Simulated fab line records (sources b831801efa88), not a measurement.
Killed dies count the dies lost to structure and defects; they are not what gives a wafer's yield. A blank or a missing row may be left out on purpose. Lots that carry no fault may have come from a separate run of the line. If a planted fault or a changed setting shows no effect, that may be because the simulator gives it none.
A lot that was struck, set against a sound lot    flow sky130    16 steps out of a route of 708
Sound: the wafers L615.1, L615.4, L615.5. The struck wafers were L629.1, L629.4, L629.5. The cause is named last.
Order at every step that has rows: each side's tool, ch and its chambers, its first start. Under that, the readings that differ: sound wafers    struck wafers    difference of the means    sigmas: that difference in standard deviations of wafers without a fault.
alike: words and numbers the same on both sides, and readings whose means are apart by under 2 such deviations; not compared: readings that were withheld, readings missing a value for some wafer, numbers with overlapping values and no deviation given by the record, and bounds like >300 which may hide the same value.
Wherever a step has rows on one side only, a row that says differs or no value, or a row with sigmas, the two part there. When numbers do not overlap yet have no deviation, they are printed without sigmas and do not part them. Lack of a reading on every wafer of one side parts them only where that side has two or more wafers.

first, 2 steps without rows for these wafers: SKY_METAL4_PEB_11; SKY_METAL4_DEVELOP_12 (develop time 60 s).
SKY_METAL4_CD_MEAS_13 targets a cd of 300 nm.
  sound on cd_sem-02, day 42 17:05; struck on cd_sem-01, day 46 02:02
  alike: cd_nm
SKY_METAL4_OVL_MEAS_14:
  sound on overlay-01, day 42 17:13; struck on overlay-01, day 46 02:09
  alike: METAL4_OVL
SKY_METAL4_DESCUM_15: chemistry O2, time 8 s.
  sound on rie_metal-04 ch 0, day 42 17:15; struck on rie_metal-03 ch 0,1, day 46 02:11
  alike: drypump_motor_current_A, oes_product_au, rf_fwd_power_W, temp_c
  not compared: rf_hours_counter_h
SKY_METAL4_ETCH_16: etches BARC in N2/H2, stops on SiO2, time 88.2 s, target depth 60 nm.
  sound on rie_metal-04 ch 0, day 42 17:17; struck on rie_metal-03 ch 0,1, day 46 02:13
reading             sound              struck             difference  sigmas
rf_fwd_power_W (W)  495.2 494.1 494.7  498.2 500.7 499.5  +4.8        +2
  alike: bias_w, drypump_motor_current_A, oes_product_au, throttle_valve_pct
  not compared: rf_hours_counter_h
SKY_METAL4_ETCH_17: etches SiO2 in C4F8/O2/Ar, stops on TiN, time 3.9 s, target depth 15 nm.
  sound on rie_diel-02 ch 1,3, day 42 17:23; struck on rie_diel-01 ch 0,1,3, day 46 02:19
  alike: bias_w, oes_product_au, rf_fwd_power_W
  not compared: rf_hours_counter_h
SKY_METAL4_METAL_ETCH_18: etches the open film in Cl2/BCl3, stops on SiO2, target depth 845 nm, time 183.1 s.
  sound on rie_metal-01 ch 0, day 42 17:24; struck on rie_metal-01 ch 0,1, day 46 02:20
  alike: bias_w, drypump_motor_current_A, oes_product_au, rf_fwd_power_W, throttle_valve_pct
  not compared: rf_hours_counter_h
SKY_METAL4_STRIP_19: strips in O2/N2.
  sound on plasma_asher-01 ch 0,1, day 42 17:35; struck on plasma_asher-04 ch 0,1, day 46 02:31
  alike: drypump_motor_current_A, oes_product_au, strip_time_to_endpoint_s
  not compared: rf_hours_counter_h
then, 3 steps without rows for these wafers: SKY_METAL4_STRIP_20 (strips in post etch residue remover, time 1200 s); SKY_METAL4_CLEAN_21 (cleans in IPA, time 180 s); SKY_METAL4_CLEAN_22 (cleans in O3/DIW).
SKY_VIA4_HDPCVD_00: deposits SiO2, target thk 1750 nm, time 291.7 s.
  sound on hdpcvd-01 ch 0,1,2, day 42 18:13; struck on hdpcvd-01 ch 0,2, day 46 03:10
reading                                   sound              struck             difference  sigmas
sih4_flow_sccm (sccm)                     60.03 59.79 59.98  89.96 89.84 89.70  +29.90      +99 or more
model.SiO2_of_VIA4_HDPCVD_00.thk_nm (nm)  1801 1756 1767     2661 2652 2656     +882        
SKY_VIA4_THK_MEAS_01:
  sound on film_metro-03, day 42 18:23; struck on film_metro-02, day 46 03:20
reading               sound           struck          difference  sigmas
VIA4_HDPCVD_THK (nm)  1802 1756 1767  2661 2651 2656  +881        +38
then, 2 steps without rows for these wafers: SKY_VIA4_CMP_02 (polishes SiO2); SKY_PAD_OPEN_PROBE_99.

WHERE THEY PART
Earliest at SKY_METAL4_ETCH_16; latest, in this record, at SKY_VIA4_THK_MEAS_01.

WHY: what had been put in by the simulator
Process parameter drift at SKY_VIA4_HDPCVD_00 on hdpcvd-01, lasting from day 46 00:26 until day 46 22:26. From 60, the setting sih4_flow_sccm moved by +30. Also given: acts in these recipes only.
